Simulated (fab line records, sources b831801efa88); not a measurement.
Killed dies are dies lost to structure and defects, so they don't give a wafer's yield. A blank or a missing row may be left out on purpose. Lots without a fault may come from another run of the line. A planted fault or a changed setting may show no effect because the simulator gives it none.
A struck lot beside a sound one | flow sky130 | 23 steps out of a route of 708
Sound: wafers L559.2, L559.3, L559.5. Struck: wafers L568.2, L568.4, L568.5. The cause comes at the end.
At each step with rows: each side's tool, then ch and its chambers, then its first start. Under that, the readings that differ: sound wafers | struck wafers | difference of the means | sigmas: that difference in standard deviations of wafers without a fault.
alike: readings whose means differ by less than 2 such deviations, and words and numbers that are the same on both sides. not compared: withheld readings, readings that some wafer has no value for, bounds like >300 that may hide the same value, and numbers for which the record gives no deviation and whose values overlap.
The two part at a step that has a row with sigmas, a row that says differs or no value, or rows on one side only. Numbers that don't overlap but have no deviation are shown without sigmas and don't part them. A reading that every wafer of one side lacks parts them only if that side has two wafers or more.

first, 1 step without rows for these wafers: SKY_CAP2M_DEVELOP_11 (develop time 60 s).
SKY_CAP2M_OVL_MEAS_12:
  sound on overlay-01, day 40 22:35; struck on overlay-01, day 43 04:05
  alike: CAP2M_OVL
SKY_CAP2M_METAL_ETCH_13: etches TiN in Cl2/BCl3, stops on SiO2, target depth 220 nm, time 62.9 s.
  sound on rie_metal-01 ch 0,1, day 40 22:37; struck on rie_metal-01 ch 1, day 43 04:07
  reading    | sound             | struck            | difference | sigmas
  bias_w (W) | 48.19 47.86 47.69 | 47.51 47.56 47.60 | -0.36      | -2
  alike: drypump_motor_current_A, oes_product_au, throttle_valve_pct
  not compared: rf_hours_counter_h
SKY_CAP2M_STRIP_14: strips in O2/N2.
  sound on plasma_asher-03 ch 0,1, day 40 22:41; struck on plasma_asher-03 ch 0,1, day 43 04:11
  alike: drypump_motor_current_A, oes_product_au, strip_time_to_endpoint_s
  not compared: rf_hours_counter_h
then, 8 steps without rows for these wafers: SKY_CAP2M_STRIP_15 (strips in post etch residue remover, time 1200 s); SKY_CAP2M_CLEAN_16 (cleans in IPA, time 180 s); SKY_CAP2M_CLEAN_17 (cleans in O3/DIW); SKY_METAL4_DEHYDRATE_05 (time 60 s); SKY_METAL4_HMDS_06 (prime time 60 s); SKY_METAL4_COAT_07 (resist thk 60 nm); SKY_METAL4_COAT_08 (resist thk 1140 nm); SKY_METAL4_SOFTBAKE_09 (time 90 s).
SKY_METAL4_EXPOSE_10: exposes mask MM4, target cd 300 nm.
  sound on krf_scanner-01 ch 0, day 41 11:38; struck on krf_scanner-01 ch 0, day 43 17:21
  reading              | sound             | struck            | difference | sigmas
  exposure_dose_mJ_cm2 | 27.99 27.97 27.97 | 25.57 25.52 25.50 | -2.45      | -63
  alike: mask, reticle_temp_C
then, 2 steps without rows for these wafers: SKY_METAL4_PEB_11; SKY_METAL4_DEVELOP_12 (develop time 60 s).
SKY_METAL4_CD_MEAS_13: target cd 300 nm.
  sound on cd_sem-01, day 41 23:41; struck on cd_sem-02, day 44 03:37
  reading    | sound             | struck            | difference | sigmas
  cd_nm (nm) | 299.7 302.1 301.9 | 316.3 317.5 317.1 | +15.7      | +10
SKY_METAL4_OVL_MEAS_14:
  sound on overlay-01, day 41 23:48; struck on overlay-02, day 44 03:43
  alike: METAL4_OVL
SKY_METAL4_DESCUM_15: chemistry O2, time 8 s.
  sound on rie_metal-02 ch 0,1, day 41 23:50; struck on rie_metal-03 ch 0, day 44 03:45
  reading                     | sound             | struck            | difference | sigmas
  drypump_motor_current_A (A) | 5.8 6.8 6.7       | 5.1 5.1 5.1       | -1.3       | -2
  model.METAL4.cd_nm (nm)     | 299.5 301.8 301.3 | 316.7 318.3 317.1 | +16.5      |
  alike: oes_product_au
  not compared: rf_hours_counter_h
SKY_METAL4_ETCH_16: etches BARC in N2/H2, stops on SiO2, time 88.2 s, target depth 60 nm.
  sound on rie_metal-02 ch 0,1, day 41 23:52; struck on rie_metal-03 ch 0, day 44 03:47
  reading                     | sound       | struck      | difference | sigmas
  drypump_motor_current_A (A) | 5.8 6.8 6.8 | 5.1 5.1 5.1 | -1.4       | -2
  alike: bias_w, oes_product_au, throttle_valve_pct
  not compared: rf_hours_counter_h
SKY_METAL4_ETCH_17: etches SiO2 in C4F8/O2/Ar, stops on TiN, time 3.9 s, target depth 15 nm.
  sound on rie_diel-01 ch 0,2,3, day 41 23:58; struck on rie_diel-01 ch 1,2, day 44 03:53
  alike: bias_w, oes_product_au
  not compared: rf_hours_counter_h
SKY_METAL4_METAL_ETCH_18: etches the open film in Cl2/BCl3, stops on SiO2, target depth 845 nm, time 183.1 s.
  sound on rie_metal-04 ch 0,1, day 41 23:58; struck on rie_metal-02 ch 0,1, day 44 03:54
  reading                 | sound           | struck            | difference | sigmas
  model.METAL4.cd_nm (nm) | 295.3 297.8 297 | 324.1 322.8 320.7 | +25.8      |
  alike: bias_w, drypump_motor_current_A, oes_product_au, throttle_valve_pct
  not compared: rf_hours_counter_h
SKY_METAL4_STRIP_19: strips in O2/N2.
  sound on plasma_asher-03 ch 0,1, day 42 00:09; struck on plasma_asher-02 ch 0,1, day 44 04:04
  alike: drypump_motor_current_A, oes_product_au, strip_time_to_endpoint_s
  not compared: rf_hours_counter_h
-- the record jumps here: 4 days lie between the struck wafers' starts before and after (it left off in module METAL4 and takes up again in module PAD_OPEN, whose first step shown is number 708 of the route) --
SKY_PAD_OPEN_PROBE_99:
  sound on prober-02, day 46 01:16; struck on prober-01, day 47 21:42
  reading                        | sound                | struck        | difference | sigmas
  model.etest.met4.width_nm (nm) | 291.5 297.8 298.2    | 322.6 323.5   | +27.2      |
  model.etest.met4.line_ohm_um   | 0.1437 0.1416 0.1412 | 0.1325 0.1309 | -0.0105    |
  alike: defect_limited_yield, killed_at_M0_to_M3, killed_at_M4_up, killed_at_contacts, killed_at_front_end, killed_at_other, killed_dies, killed_open, killed_short, sort_bin_3_pad_short, sort_bin_5_function, sort_bin_6_memory, sort_n_pass, sort_yield_pct

WHERE THEY PART
First at SKY_CAP2M_METAL_ETCH_13; last, within this record, at SKY_METAL4_ETCH_16. Later steps at which nothing parts them and some readings are alike: SKY_METAL4_ETCH_17, SKY_METAL4_METAL_ETCH_18, SKY_METAL4_STRIP_19, SKY_PAD_OPEN_PROBE_99.

WHY: what the simulator had put in
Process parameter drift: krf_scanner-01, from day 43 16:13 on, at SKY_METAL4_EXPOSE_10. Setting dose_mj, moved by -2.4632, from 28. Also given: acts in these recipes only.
